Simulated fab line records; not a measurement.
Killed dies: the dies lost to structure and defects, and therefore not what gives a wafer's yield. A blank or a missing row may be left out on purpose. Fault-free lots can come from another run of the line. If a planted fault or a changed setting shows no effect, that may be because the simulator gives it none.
Comparing a struck lot with a sound one ; flow sky130 ; 17 out of 708 route steps
Sound: these wafers, L725.1, L725.5, L725.6. Wafers struck: L732.1, L732.2. Last of all comes the cause.
Order at every step that has rows: each side's tool, ch and its chambers, its first start. Under that, the readings that differ: sound wafers ; struck wafers ; difference of the means ; sigmas: that difference in standard deviations of wafers without a fault.
alike: words and numbers the same on both sides, and readings whose means are apart by under 2 such deviations; not compared: readings that were withheld, readings missing a value for some wafer, numbers with overlapping values and no deviation given by the record, and bounds like >300 which may hide the same value.
The two part at a step that has a row with sigmas, a row that says differs or no value, or rows on one side only. Non-overlapping numbers with no deviation appear without sigmas and do not part them. Lack of a reading on every wafer of one side parts them only where that side has two or more wafers.

first, 1 step without rows for these wafers: SKY_LDD_N_IMPLANT_15.
SKY_LDD_N_STRIP_16: strips in O2/N2.
  sound on plasma_asher-04 ch 0,1, day 20 09:15; struck on plasma_asher-02 ch 0,1, day 22 21:56
reading;sound;struck;difference;sigmas
o2_flow_sccm (sccm);2998 3004 3016;2988 2976;-24;-3
strip_time_to_endpoint_s (s);4.336 4.325 4.330;4.300 4.308;-0.026;-2
  alike: drypump_motor_current_A, oes_product_au
  not compared: rf_hours_counter_h
SKY_LDD_N_TW_MEAS_17:
  sound: film_metro-01 at day 20 09:21; struck: film_metro-02 at day 22 22:02
  alike: LDD_N_TW
then, 7 steps without rows for these wafers: SKY_LDD_P_DEHYDRATE_00 (time 60 s); SKY_LDD_P_HMDS_01 (prime time 60 s); SKY_LDD_P_COAT_02 (resist thk 1140 nm); SKY_LDD_P_SOFTBAKE_03 (time 60 s); SKY_LDD_P_EXPOSE_04 (exposes mask PSDM, target cd 380 nm); SKY_LDD_P_PEB_05; SKY_LDD_P_DEVELOP_06 (develop time 60 s).
SKY_LDD_P_CD_MEAS_07 targets a cd of 380 nm.
  sound: cd_sem-01 at day 21 15:52; struck: cd_sem-02 at day 24 04:50
  alike: cd_nm
SKY_LDD_P_OVL_MEAS_08:
  sound: overlay-02 at day 21 15:59; struck: overlay-01 at day 24 04:57
  alike: LDD_P_OVL
SKY_LDD_P_IMPLANT_09:
  sound on implanter-04 ch 0, day 21 16:01; struck on implanter-03 ch 0, day 24 04:59
reading;sound;struck;difference;sigmas
beam_on_s (s);10.13 9.70 9.64;8.24 8.24;-1.58;-8
faraday_current_uA;55.9 58.2 58.4;68.3 68.8;+11.0;+10
  alike: dose_ions_cm2
SKY_LDD_P_STRIP_10: strips in O2/N2.
  sound on plasma_asher-03 ch 0,1, day 21 16:10; struck on plasma_asher-01 ch 0,1, day 24 05:08
  alike: drypump_motor_current_A, o2_flow_sccm, oes_product_au, strip_time_to_endpoint_s
  not compared: rf_hours_counter_h
SKY_LDD_P_TW_MEAS_11:
  sound: film_metro-02 at day 21 16:16; struck: film_metro-02 at day 24 05:14
reading;sound;struck;difference;sigmas
LDD_P_TW;638.5 643.6 641.6;601.0 604.9;-38.3;-14
then, 1 step without rows for these wafers: SKY_LDD_HVN_DEHYDRATE_00 (time 60 s).
-- record jumps: 25 days separate the struck wafers' starts on either side; left off in module LDD_HVN, taken up again in module PAD_OPEN, whose first shown step is the route's number 708 --
SKY_PAD_OPEN_PROBE_99:
  sound: prober-01 at day 47 14:55; struck: prober-02 at day 49 02:55
reading;sound;struck;difference;sigmas
model.etest.tip_p.rs_ohm_sq;6861 6862 6845;8076 8113;+1238;
  alike: killed_at_M0_to_M3, killed_at_M4_up, killed_at_contacts, killed_at_front_end, killed_at_other, killed_dies, killed_open, killed_short

## WHERE THEY PART
At SKY_LDD_N_STRIP_16 first; at SKY_LDD_P_TW_MEAS_11 last (within this record only). Later steps at which nothing parts them and some readings are alike: SKY_PAD_OPEN_PROBE_99.

WHY: the cause the simulator had injected
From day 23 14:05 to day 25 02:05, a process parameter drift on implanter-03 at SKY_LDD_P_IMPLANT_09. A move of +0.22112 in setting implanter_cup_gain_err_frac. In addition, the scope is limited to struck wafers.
